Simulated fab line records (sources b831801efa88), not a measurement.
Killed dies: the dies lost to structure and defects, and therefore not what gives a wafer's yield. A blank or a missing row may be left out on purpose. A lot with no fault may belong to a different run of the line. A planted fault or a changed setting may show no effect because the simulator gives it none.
Shared-tool check + flow gf180mcu + Lots sampled 12, wafers sampled 36

## WHY IT WAS OPENED
GF_PSD_RS_MEAS_14, reading NSD_RS: flagged on 2 of 12 lots. Fault-free wafers read 46.15 ohm/sq, with a standard deviation of 0.097.
Rule: a lot is flagged when every wafer of it that has a number lies more than 4 standard deviations from that mean, or none has a number. All remaining lots are regarded as sound.

| lot  | measured     | on            | NSD_RS (ohm/sq), wafer by wafer | flag    |
|------|--------------|---------------|---------------------------------|---------|
| L631 | day 14 04:17 | film-metro-01 | 46.19 46.26 46.32               |         |
| L635 | day 15 15:17 | film-metro-01 | 46.14 46.09 46.08               |         |
| L636 | day 15 19:31 | film-metro-02 | 46.17 46.19 46.08               |         |
| L637 | day 16 09:58 | film-metro-04 | 46.29 46.34 46.34               |         |
| L638 | day 16 17:23 | film-metro-01 | 46.04 46.12 46.17               |         |
| L640 | day 17 06:31 | film-metro-02 | 44.70 44.58 44.60               | FLAGGED |
| L643 | day 18 13:39 | film-metro-04 | 44.87 44.85 44.85               | FLAGGED |
| L650 | day 21 03:29 | film-metro-02 | 46.16 46.04 46.14               |         |
| L651 | day 21 07:05 | film-metro-04 | 46.20 46.22 46.23               |         |
| L652 | day 21 11:55 | film-metro-02 | 46.08 46.13 46.13               |         |
| L653 | day 22 01:13 | film-metro-04 | 46.12 46.18 46.07               |         |
| L654 | day 22 08:13 | film-metro-02 | 46.12 46.12 46.00               |         |
Average over the flagged lots: 44.74 ohm/sq; offset from the usual -1.41 ohm/sq, equal to -15 standard deviations.

## TOOL THAT RAN EACH LOT
Before the reading, the record contains 2 process steps out of a 602-step route. Every cell lists first the tool, next ch and the chambers used by the sampled wafers, and last the start.
| lot  | flag    | GF_NSD_IMPLANT_09               | GF_NSD_STRIP_11                      |
|------|---------|---------------------------------|--------------------------------------|
| L631 |         | implanter-03 ch 0, day 13 07:11 | plasma-asher-02 ch 0,1, day 13 07:28 |
| L635 |         | implanter-02 ch 0, day 14 16:16 | plasma-asher-02 ch 0,1, day 14 16:32 |
| L636 |         | implanter-01 ch 0, day 14 21:04 | plasma-asher-02 ch 0,1, day 14 21:22 |
| L637 |         | implanter-01 ch 0, day 15 11:01 | plasma-asher-02 ch 0,1, day 15 11:19 |
| L638 |         | implanter-02 ch 0, day 15 17:44 | plasma-asher-04 ch 0,1, day 15 18:01 |
| L640 | FLAGGED | implanter-02 ch 0, day 16 07:34 | plasma-asher-03 ch 0,1, day 16 07:52 |
| L643 | FLAGGED | implanter-02 ch 0, day 17 12:49 | plasma-asher-03 ch 0,1, day 17 13:07 |
| L650 |         | implanter-02 ch 0, day 20 02:42 | plasma-asher-02 ch 0,1, day 20 03:00 |
| L651 |         | implanter-01 ch 0, day 20 08:07 | plasma-asher-03 ch 0,1, day 20 08:25 |
| L652 |         | implanter-02 ch 0, day 20 12:49 | plasma-asher-04 ch 0,1, day 20 13:07 |
| L653 |         | implanter-01 ch 0, day 21 00:35 | plasma-asher-03 ch 0,1, day 21 00:53 |
| L654 |         | implanter-01 ch 0, day 21 07:22 | plasma-asher-02 ch 0,1, day 21 07:38 |
What is done by these steps:
- GF_NSD_IMPLANT_09
- GF_NSD_STRIP_11: strips in O2/N2.
- GF_PSD_RS_MEAS_14: measures by four-point-probe.

## FLAGGED OVER TOTAL, TOOL BY TOOL (the gauges that took the reading come last)
| step              | tool            | lots run | flagged | share of the flagged lots | sound lots run after its first flagged lot |
|-------------------|-----------------|----------|---------|---------------------------|--------------------------------------------|
| GF_NSD_IMPLANT_09 | implanter-01    | 5        | 0       | none                      | -                                          |
| GF_NSD_IMPLANT_09 | implanter-02    | 6        | 2       | all                       | 2 (L650,L652)                              |
| GF_NSD_IMPLANT_09 | implanter-03    | 1        | 0       | none                      | -                                          |
| GF_NSD_STRIP_11   | plasma-asher-02 | 6        | 0       | none                      | -                                          |
| GF_NSD_STRIP_11   | plasma-asher-03 | 4        | 2       | all                       | 2 (L651,L653)                              |
| GF_NSD_STRIP_11   | plasma-asher-04 | 2        | 0       | none                      | -                                          |
| GF_PSD_RS_MEAS_14 | film-metro-01   | 3        | 0       | none                      | -                                          |
| GF_PSD_RS_MEAS_14 | film-metro-02   | 5        | 1       | some                      | 3 (L650,L652,L654)                         |
| GF_PSD_RS_MEAS_14 | film-metro-04   | 4        | 1       | some                      | 2 (L651,L653)                              |

## WHAT IS ALLOWED BY THE TABLE
Rows of the table that ran all the flagged lots, 2 in number: implanter-02 at GF_NSD_IMPLANT_09; plasma-asher-03 at GF_NSD_STRIP_11.
- implanter-02 at GF_NSD_IMPLANT_09 ran 6 lots, 2 of them flagged. After the first flagged lot (L650, L652), sound lots still ran on it; a lasting fault on the whole tool would not permit that. Its own readings (beam-energy-keV) fall more than 4 standard deviations out on all wafers of the flagged lots.
- plasma-asher-03 at GF_NSD_STRIP_11 ran 4 lots, 2 of them flagged. After the first flagged lot (L651, L653), sound lots still ran on it; a lasting fault on the whole tool would not permit that. Its own readings (strip-time-to-endpoint-s) fall more than 4 standard deviations out on all wafers of the flagged lots.
Not one row of the table ran every flagged lot while running no sound lot after the first.

## WHAT THE SIMULATOR PUT IN
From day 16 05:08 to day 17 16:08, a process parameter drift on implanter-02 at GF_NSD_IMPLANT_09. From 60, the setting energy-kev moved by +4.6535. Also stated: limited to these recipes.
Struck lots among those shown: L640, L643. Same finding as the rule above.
